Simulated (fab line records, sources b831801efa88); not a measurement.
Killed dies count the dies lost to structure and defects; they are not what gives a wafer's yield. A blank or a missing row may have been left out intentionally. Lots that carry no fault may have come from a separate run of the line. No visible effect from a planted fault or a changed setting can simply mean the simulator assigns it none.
One fault seen from 2 desks || flow sky130 || each desk holds nothing but its own numbers, with what lay behind them at the end

## THE TOOL OWNER'S DESK: implanter-03
The tool's own readings at SKY_LDD_N_IMPLANT_14, given as means over the sampled wafers that have a number, one for each lot that went through this tool. Any lot whose mean is over 4 standard deviations away from the usual mean is out of limits and marked OUT; that distance is given in the brackets.
Columns: A = dose-ions-cm2 at SKY_LDD_N_IMPLANT_14, usual 5e+12; B = end-station-pressure-torr at SKY_LDD_N_IMPLANT_14, usual 5.02e-06 Torr
{"lot": "L734", "first seen here": "day 19 05:01", "A": 5e+12, "B": 5.06e-06}
{"lot": "L738", "first seen here": "day 19 14:08", "A": 5e+12, "B": 5.09e-06}
{"lot": "L741", "first seen here": "day 20 22:29", "A": 5e+12, "B": 5.21e-06}
{"lot": "L749", "first seen here": "day 23 10:32", "A": 5e+12, "B": 5.08e-06}
{"lot": "L750", "first seen here": "day 23 14:57", "A": "5e+12 (+15) OUT", "B": 5.21e-06}
{"lot": "L752", "first seen here": "day 24 07:17", "A": "5e+12 (+13) OUT", "B": 4.86e-06}
This desk's verdict: out of limits on L750, L752, starting with L750 at day 23 14:57 (dose-ions-cm2 at SKY_LDD_N_IMPLANT_14). In limits: L734, L738, L741, L749.

## FROM THE METROLOGY DESK
Lot by lot, what the gauges showed, no matter which tool ran the lot: averages of those sampled wafers that carry a number. Any lot whose mean is over 4 standard deviations away from the usual mean is out of limits and marked OUT; that distance is given in the brackets.
Columns: A = POLY_GATE_OVL at SKY_POLY_GATE_OVL_MEAS_14, usual 1 nm; B = LDD_P_OVL at SKY_LDD_P_OVL_MEAS_08, usual 0.2 nm
{"lot": "L734", "first seen here": "day 17 19:07", "A": -3, "B": 1.6}
{"lot": "L737", "first seen here": "day 18 02:04", "A": 0, "B": -0.4}
{"lot": "L738", "first seen here": "day 18 02:25", "A": 10, "B": 0.3}
{"lot": "L739", "first seen here": "day 18 09:40", "A": 2, "B": -0.2}
{"lot": "L741", "first seen here": "day 19 11:31", "A": 4, "B": -0.6}
{"lot": "L742", "first seen here": "day 19 16:31", "A": 4, "B": 1.6}
{"lot": "L743", "first seen here": "day 19 21:10", "A": 6, "B": 1.5}
{"lot": "L749", "first seen here": "day 22 02:05", "A": 4, "B": -0.6}
{"lot": "L750", "first seen here": "day 22 07:01", "A": 14, "B": 1.0}
{"lot": "L752", "first seen here": "day 22 22:19", "A": -5, "B": 0.0}
{"lot": "L755", "first seen here": "day 24 20:13", "A": -5, "B": -0.8}
{"lot": "L756", "first seen here": "day 25 02:25", "A": -10, "B": -0.9}
{"lot": "L757", "first seen here": "day 25 04:11", "A": -3, "B": 0.9}
Finding of this desk: none of the 13 lots has anything out of limits.

## BROUGHT TOGETHER
At day 23 14:57, on L750, L752, the tool owner's desk was in a position to raise an alarm.
From the metrology desk's view, nothing was out of limits.
The metrology desk has L750, L752 on record, within its limits.
Every lot named ran SKY_LDD_N_IMPLANT_14 on implanter-03.

## WHAT THE SIMULATOR PUT IN
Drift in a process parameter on implanter-03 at SKY_LDD_N_IMPLANT_14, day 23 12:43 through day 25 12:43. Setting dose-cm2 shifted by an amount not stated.
Shown lots that were struck: L750, L752.
Each desk's first reading out of limits, in hours after the fault started: the tool owner's desk, 2.
